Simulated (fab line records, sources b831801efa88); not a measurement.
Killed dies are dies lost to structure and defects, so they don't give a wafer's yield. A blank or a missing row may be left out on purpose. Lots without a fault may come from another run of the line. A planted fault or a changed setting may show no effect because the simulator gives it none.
fab line records | flow sky130
record lots=5 wafers=15 last_day=49
route steps=708 shown CAP2M@608 METAL4@621 VIA4@639 PAD_OPEN@708
lots that met no fault: from a run of the same line without faults
start_h: hours from the record's first day to the start of the lot's first wafer shown | wait_h: hours since the lot's step before | " the same as in the row above | L1.1+2: a row that stands for several wafers | - no value, or no start given | * or withheld: withheld | < > ~ a bound
route shown NAME@n: a module of which the file shows steps, and the number in the route of the first | usual: mean/standard deviation of fault-free wafers | same: alike in all rows | chamber/n: place in a boat | sites: the reading at each site | _std_site: their standard deviation | _edge_site: outer sites' mean less inner sites' | radius_mm: how far each site lies from the wafer's centre | mask NAME#n: copy n | behind: the tool/chamber that last shaped the wafer | hold: why the lot was held/for how many hours/how that ended | device: the transistor (n, p or np) that didn't switch | end of line: the same wafers' tests at the end of the route | a step without rows: its recipe alone | killed: dies lost to structure and defects at the first sort, not the wafer's yield | map: a wafer's dies, x killed, . not, _ none there
set.NAME: the setting as run; set.NAME@STEP: as run at that earlier step | model.NAME: the simulator's own value behind a step, which no gauge read
lots at some steps of the route; a table a step, a row a wafer
services: from which hour (start_h, from the record's first day; less than 0 if before it) a tool's chamber was out of use, for how many hours, and why
## steps
# step SKY_CAP2M_DEHYDRATE_05
# recipe temp_c=200 time_s=60
# step SKY_CAP2M_HMDS_06
# recipe prime_time_s=60 prime_temp_c=120
# step SKY_CAP2M_COAT_07
# recipe resist=NOVOLAK spin_rpm=3000 resist_thk_nm=1140
# step SKY_CAP2M_SOFTBAKE_08
# recipe temp_c=90 time_s=60 resist=NOVOLAK
# step SKY_CAP2M_EXPOSE_09
# recipe mask_id=CAP2M na=0.6 source_shape=conventional sigma_outer=0.6 polarization=unpolarized target_cd_nm=1000 dose_mj=159
# step SKY_CAP2M_PEB_10
# recipe temp_c=withheld time_s=* resist=NOVOLAK
# step SKY_CAP2M_DEVELOP_11
# recipe resist=NOVOLAK developer=TMAH develop_time_s=60 dev_temp_c=23
# step SKY_CAP2M_METAL_ETCH_13
# recipe target_depth_nm=220 stop_on=SiO2 chemistry=Cl2/BCl3 target=TiN pressure_mtorr=10 icp_w=900 bias_w=48.5 Cl2_flow_sccm=60 bcl3_flow_sccm=30 time_s=62.9
# step SKY_CAP2M_STRIP_14
# recipe chemistry=O2/N2 power_w=1400 pressure_mtorr=1500 platen_temp_c=withheld o2_flow_sccm=3000 n2_flow_sccm=300 overash_fraction=0.5
# step SKY_CAP2M_STRIP_15
# recipe chemistry=post_etch_residue_remover time_s=1200 temp_c=72.5
# step SKY_CAP2M_CLEAN_16
# recipe chemistry=IPA time_s=180 temp_c=25
# columns lot.wafer tool chamber start_h wait_h
L761.3+4+6 wet_bench-03 3 965.12 0.0
L768.2+4+6 wet_bench-03 0 1019.50 0.0
L772.1+3+5 wet_bench-03 1 1049.17 0.0
L775.1+5+6 wet_bench-03 3 1073.12 0.0
L776.1+4+6 wet_bench-03 3 1077.37 0.0
# step SKY_CAP2M_CLEAN_17
# recipe chemistry=O3/DIW dry=n2_spin
# step SKY_METAL4_DEHYDRATE_05
# recipe temp_c=200 time_s=60
# step SKY_METAL4_HMDS_06
# recipe prime_time_s=60 prime_temp_c=120
# step SKY_METAL4_COAT_07
# recipe resist=BARC temp_c=withheld time_s=withheld spin_rpm=3000 resist_thk_nm=60
# step SKY_METAL4_COAT_08
# recipe resist=KrF-thick spin_rpm=3000 resist_thk_nm=1140
# step SKY_METAL4_SOFTBAKE_09
# recipe temp_c=100 time_s=90 resist=KrF-thick
# step SKY_METAL4_EXPOSE_10
# recipe mask_id=MM4 na=0.68 source_shape=annular sigma_inner=0.4 sigma_outer=0.8 target_cd_nm=300 dose_mj=28
# step SKY_METAL4_PEB_11
# recipe peb_temp_c=withheld peb_time_s=withheld resist=KrF-thick
# step SKY_METAL4_DEVELOP_12
# recipe develop_time_s=60 resist=KrF-thick dev_temp_c=21
# step SKY_METAL4_DESCUM_15
# recipe chemistry=O2 source_power_w=150 bias_power_w=0 pressure_mtorr=10 temp_c=40 time_s=8
# step SKY_METAL4_ETCH_16
# recipe chemistry=N2/H2 target=BARC ion_energy_ev=200 bias_w=100 pressure_mtorr=30 n2_flow_sccm=100 h2_flow_sccm=200 icp_w=500 stop_on=SiO2 time_s=88.2 target_depth_a=600
# step SKY_METAL4_ETCH_17
# recipe target=SiO2 stop_on=TiN chemistry=C4F8/O2/Ar source_w=1500 bias_w=1200 pressure_mtorr=40 c4f8_flow_sccm=withheld O2_flow_sccm=6 Ar_flow_sccm=300 time_s=3.78 target_depth_a=150
# step SKY_METAL4_METAL_ETCH_18
# recipe target_depth_a=8450 stop_on=SiO2 over_etch_frac=0.3 time_s=183.1 chemistry=Cl2/BCl3 resist_sidewall_deg=88 pressure_mtorr=10 icp_w=900 bias_w=48.5 Cl2_flow_sccm=60 bcl3_flow_sccm=30
# step SKY_METAL4_STRIP_19
# recipe chemistry=O2/N2 power_w=1400 pressure_mtorr=1500 platen_temp_c=withheld o2_flow_sccm=3000 n2_flow_sccm=300 overash_fraction=0.5
# step SKY_METAL4_STRIP_20
# recipe chemistry=post_etch_residue_remover time_s=1200 temp_c=72.5
# step SKY_METAL4_CLEAN_21
# recipe chemistry=IPA time_s=180 temp_c=25
# step SKY_METAL4_CLEAN_22
# recipe chemistry=O3/DIW dry=n2_spin
# step SKY_VIA4_HDPCVD_00
# recipe material=SiO2 target_thk_nm=1750 sigma_open_frac=0.3 time_s=291.7 temp_c=400 sih4_flow_sccm=60 pressure_mtorr=6
# step SKY_VIA4_CMP_02
# recipe material=SiO2 down_force_psi=4 platen_rpm=60 pad_velocity_m_s=0.94248
# step SKY_VIA4_DEHYDRATE_04
# recipe temp_c=200 time_s=60
# step SKY_VIA4_HMDS_05
# recipe prime_time_s=60 prime_temp_c=120
# step SKY_VIA4_COAT_06
# recipe resist=NOVOLAK spin_rpm=3000 resist_thk_nm=1140
# step SKY_VIA4_SOFTBAKE_07
# recipe temp_c=90 time_s=62.73 resist=NOVOLAK
# step SKY_VIA4_EXPOSE_08
# recipe mask_id=VIM4 na=0.6 source_shape=conventional sigma_outer=0.6 polarization=unpolarized target_cd_nm=800 dose_mj=132
# step SKY_VIA4_PEB_09
# recipe temp_c=withheld time_s=* resist=NOVOLAK
# step SKY_PAD_OPEN_PROBE_99
# usual defect_limited_yield=82.1/1.8 killed_at_M0_to_M3=45/6.9 killed_at_M4_up=3.2/1.8 killed_at_contacts=25/5.3 killed_at_front_end=16/4.3 killed_at_other=0.2/0.52 killed_dies=88/8.7 killed_open=48/6.5 killed_short=40/6 sort_bin_3_pad_short=0.9/0.4 sort_bin_5_function=10.8/1.5 sort_bin_6_memory=6.3/1 sort_n_pass=404/8.7 sort_yield_pct=82.1/1.8
# same gross_dies=492 killed_at_back_side=0 sort_bin_4_leakage[%]=0 sort_bin_8_speed[%]=0
# columns lot.wafer tool chamber start_h wait_h hold defect_limited_yield[%] killed_at_M0_to_M3 killed_at_M4_up killed_at_contacts killed_at_front_end killed_at_other killed_dies killed_open killed_short sort_bin_3_pad_short[%] sort_bin_5_function[%] sort_bin_6_memory[%] sort_n_pass sort_yield_pct[%] model.etest.tester.sort_n_pass model.etest.tester.sort_yield_pct model.etest.tester.sort_bin_5_pct model.etest.tester.sort_bin_3_pct
L761.3 prober-01 - 1083.93 0.2 - 85.6 32 2 21 16 0 71 47 23 1.0 8.7 4.7 421 85.6 421 85.57 8.74 1.016
L761.4 prober-01 - 1083.98 0.2 - 83.3 49 1 23 8 1 82 45 36 0.4 10.4 5.9 410 83.3 410 83.33 10.37 0.4065
L761.6 prober-01 - 1084.08 0.2 - 84.8 32 7 22 14 0 75 35 39 1.0 10.0 4.3 417 84.8 417 84.76 9.959 1.016
L768.2 prober-02 - 1127.01 0.1 - 80.7 45 3 35 12 0 95 56 39 0.8 10.6 7.9 397 80.7 397 80.69 10.57 0.813
L768.4 prober-02 - 1127.11 0.2 - 80.7 51 3 25 16 0 95 45 50 1.2 12.2 5.9 397 80.7 397 80.69 12.2 1.22
L768.6 prober-02 - 1127.21 0.2 - 83.5 40 3 24 14 0 81 47 34 1.0 9.3 6.1 411 83.5 411 83.54 9.35 1.016
L772.1 prober-02 - 1158.10 0.1 await_dispo/1.9h/release 72.6 39 1 37 9 49 135 53 33 2.0 17.7 7.7 357 72.6 357 72.56 17.68 2.033
L772.3 prober-02 - 1158.20 0.2 await_dispo/1.9h/release 76.8 32 2 18 12 50 114 33 31 3.0 14.4 5.7 378 76.8 378 76.83 14.43 3.049
L772.5 prober-02 - 1158.30 0.2 await_dispo/1.9h/release 75.2 27 6 24 24 41 122 44 37 2.8 14.2 7.7 370 75.2 370 75.2 14.23 2.846
L775.1 prober-01 - 1176.54 0.1 - 77.6 42 5 28 13 22 110 47 40 1.0 14.2 7.1 382 77.6 382 77.64 14.23 1.016
L775.5 prober-01 - 1176.74 0.2 - 78.9 48 1 19 13 23 104 40 41 2.0 13.6 5.5 388 78.9 388 78.86 13.62 2.033
L775.6 prober-01 - 1176.79 0.2 - 78.3 45 2 21 15 24 107 40 43 2.4 13.8 5.5 385 78.3 385 78.25 13.82 2.439
L776.1 prober-02 - 1179.83 0.1 await_dispo/2.8h/release 78.3 39 2 24 19 23 107 46 39 1.6 13.8 6.3 385 78.3 385 78.25 13.82 1.626
L776.4 prober-02 - 1179.98 0.2 await_dispo/2.8h/release 76.0 46 4 29 17 22 118 58 38 2.2 13.2 8.5 374 76.0 374 76.02 13.21 2.236
L776.6 prober-02 - 1180.08 0.2 await_dispo/2.8h/release 74.8 47 2 24 29 22 124 58 44 1.0 13.6 10.6 368 74.8 368 74.8 13.62 1.016
# killed by level:class
L761.3 CONTACT:geometric_particle:open=10 VIA1:geometric_particle:open=10 POLY_GATE:geometric_particle:open=7 VIA2:geometric_particle:open=5 FIELD_ISO:geometric_particle:open=4 LI_CONTACT:geometric_particle:short=4 LOCAL_INTERCONNECT:geometric_particle:short=4 METAL1:geometric_particle:short=4
L761.4 VIA1:geometric_particle:open=14 CONTACT:geometric_particle:open=8 VIA1:geometric_particle:short=8 LI_CONTACT:geometric_particle:open=7 VIA3:geometric_particle:open=6 CONTACT:geometric_particle:short=5 METAL1:geometric_particle:short=4 VIA2:geometric_particle:short=4
L761.6 LI_CONTACT:geometric_particle:open=6 LOCAL_INTERCONNECT:geometric_particle:short=6 VIA1:geometric_particle:short=6 VIA3:geometric_particle:open=6 CONTACT:geometric_particle:open=5 FIELD_ISO:geometric_particle:short=4 VIA2:geometric_particle:open=4 VIA1:geometric_particle:open=4
L768.2 CONTACT:geometric_particle:open=16 VIA1:geometric_particle:open=10 VIA2:geometric_particle:open=9 LI_CONTACT:geometric_particle:open=7 METAL1:geometric_particle:short=6 LOCAL_INTERCONNECT:geometric_particle:short=5 VIA3:geometric_particle:open=5 FIELD_ISO:geometric_particle:short=4
L768.4 VIA1:geometric_particle:open=10 VIA1:geometric_particle:short=8 FIELD_ISO:geometric_particle:short=7 CONTACT:geometric_particle:short=7 VIA3:geometric_particle:open=7 VIA2:geometric_particle:open=6 VIA3:geometric_particle:short=5 CONTACT:geometric_particle:open=5
L768.6 VIA1:geometric_particle:open=11 CONTACT:geometric_particle:open=10 VIA2:geometric_particle:open=8 FIELD_ISO:geometric_particle:short=7 METAL2:geometric_particle:short=6 LI_CONTACT:geometric_particle:open=5 CONTACT:geometric_particle:short=4 VIA1:geometric_particle:short=4
L772.1 CAP2M:unspecified=49 CONTACT:geometric_particle:open=15 VIA1:geometric_particle:open=11 CONTACT:geometric_particle:short=8 VIA3:geometric_particle:short=7 VIA2:geometric_particle:open=7 LOCAL_INTERCONNECT:geometric_particle:short=5 FIELD_ISO:geometric_particle:open=4
L772.3 CAP2M:unspecified=50 METAL1:geometric_particle:short=6 LI_CONTACT:geometric_particle:open=6 VIA3:geometric_particle:open=6 POLY_GATE:geometric_particle:short=5 LOCAL_INTERCONNECT:geometric_particle:short=5 VIA2:geometric_particle:open=5 CONTACT:geometric_particle:open=4
L772.5 CAP2M:unspecified=41 FIELD_ISO:geometric_particle:short=7 CONTACT:geometric_particle:open=7 POLY_GATE:geometric_particle:open=7 VIA1:geometric_particle:open=7 LI_CONTACT:geometric_particle:open=6 POLY_GATE:geometric_particle:short=5 FIELD_ISO:geometric_particle:open=4
L775.1 CAP2M:unspecified=22 CONTACT:geometric_particle:open=13 VIA1:geometric_particle:open=11 LOCAL_INTERCONNECT:geometric_particle:short=9 METAL1:geometric_particle:short=7 VIA1:geometric_particle:short=6 VIA2:geometric_particle:open=4 VIA3:geometric_particle:open=4
L775.5 CAP2M:unspecified=23 VIA2:geometric_particle:open=8 VIA1:geometric_particle:open=8 METAL2:geometric_particle:short=5 LOCAL_INTERCONNECT:geometric_particle:short=5 LI_CONTACT:geometric_particle:open=5 VIA2:geometric_particle:short=5 VIA3:geometric_particle:open=5
L775.6 CAP2M:unspecified=24 VIA1:geometric_particle:open=13 CONTACT:geometric_particle:short=11 POLY_GATE:geometric_particle:open=5 VIA1:geometric_particle:short=5 VIA2:geometric_particle:open=5 VIA2:geometric_particle:short=5 CONTACT:geometric_particle:open=4
L776.1 CAP2M:unspecified=22 LI_CONTACT:geometric_particle:open=9 POLY_GATE:geometric_particle:short=7 CONTACT:geometric_particle:open=7 VIA1:geometric_particle:open=7 POLY_GATE:geometric_particle:open=6 VIA3:geometric_particle:short=6 LOCAL_INTERCONNECT:geometric_particle:short=5
L776.4 CAP2M:unspecified=22 VIA1:geometric_particle:open=13 CONTACT:geometric_particle:open=10 LI_CONTACT:geometric_particle:open=9 VIA2:geometric_particle:open=9 POLY_GATE:geometric_particle:short=6 POLY_GATE:geometric_particle:open=6 METAL2:geometric_particle:short=5
L776.6 CAP2M:unspecified=22 CONTACT:geometric_particle:open=10 VIA1:geometric_particle:open=10 POLY_GATE:geometric_particle:open=9 VIA3:geometric_particle:open=9 POLY_GATE:geometric_particle:short=8 LI_CONTACT:geometric_particle:open=7 VIA1:geometric_particle:short=6
# map L772.1 (x killed, . not)
__________.........._________
________...x.........x_______
______..xx......x......._____
_____....x...x..x..x.....____
____...x...x......x.......___
___..x..xx.....x...x..xxxx.__
__.x..............xxxxxxxxx._
_..x.x.......x...xxxxxxxx.x.x
_.................xxxxxxxxx..
_..x.x.x..x.x.....xxxxxxxxx..
_......x.xx.xx..x..xxxxxxxx..
_..x........x..x...x.xx.x.x.x
_...x...................xx...
_....x..x........x...........
_x..x.xx..xxx...x.xx.xx...xx.
__...............xx......x.._
___........x...xx....x.xx..__
____.x...xxx....x.........___
_____..x.............xx.x____
______......x..........._____
________.....x........_______
__________xx...x.x.x_________
# map L775.1 (x killed, . not)
__________.........._________
________.............._______
______.....x.xx.......x._____
_____......x.......xx.x..____
____.x....x......x...x..x.___
___..x....x..x........x....__
__.x..x........x..x........._
_......xx..................x.
_......x.x........x..........
_......x..x......x.x..x......
_.x....xx..xx......x........x
_xxxxx....x.........xx.......
_xxxx.....x...x...x......x...
_xxxxx....x..x.......xx......
_xxxxx...x.xx................
__xxxx.....x.......x........_
___x.xxxx.x..xxx..x.xx.....__
____...........x..x...x..x___
_____....x.x..xx.........____
______xx....x....x..x..._____
________.x......xx...x_______
__________.....xx..x_________
## services
# columns tool chamber start_h hours kind
wet_bench-03 - 993.02 1.6 repair
## key
first_sign step=SKY_PAD_OPEN_PROBE_99 reading=killed_at_other direction=up sigmas=30 usual=0.2 struck=30.7
effect step=SKY_PAD_OPEN_PROBE_99 reading=defect_limited_yield direction=down sigmas=3.1 usual=82.1 struck=76.5
model_effect step=SKY_PAD_OPEN_PROBE_99 value=etest.tester.sort_n_pass without=403 struck=376.3
met_at SKY_CAP2M_CLEAN_16
struck_wafers L772.1,L772.3,L772.5,L775.1,L775.5,L775.6,L776.1,L776.4,L776.6
onset_between 1019.50 1049.17
also_fits time
fault kind=chamber_particle_source tool=wet_bench-03 chamber=- onset_h=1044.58 steps=SKY_CAP2M_CLEAN_16 rate_per_visit_cm2=0.63231 end_h=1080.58
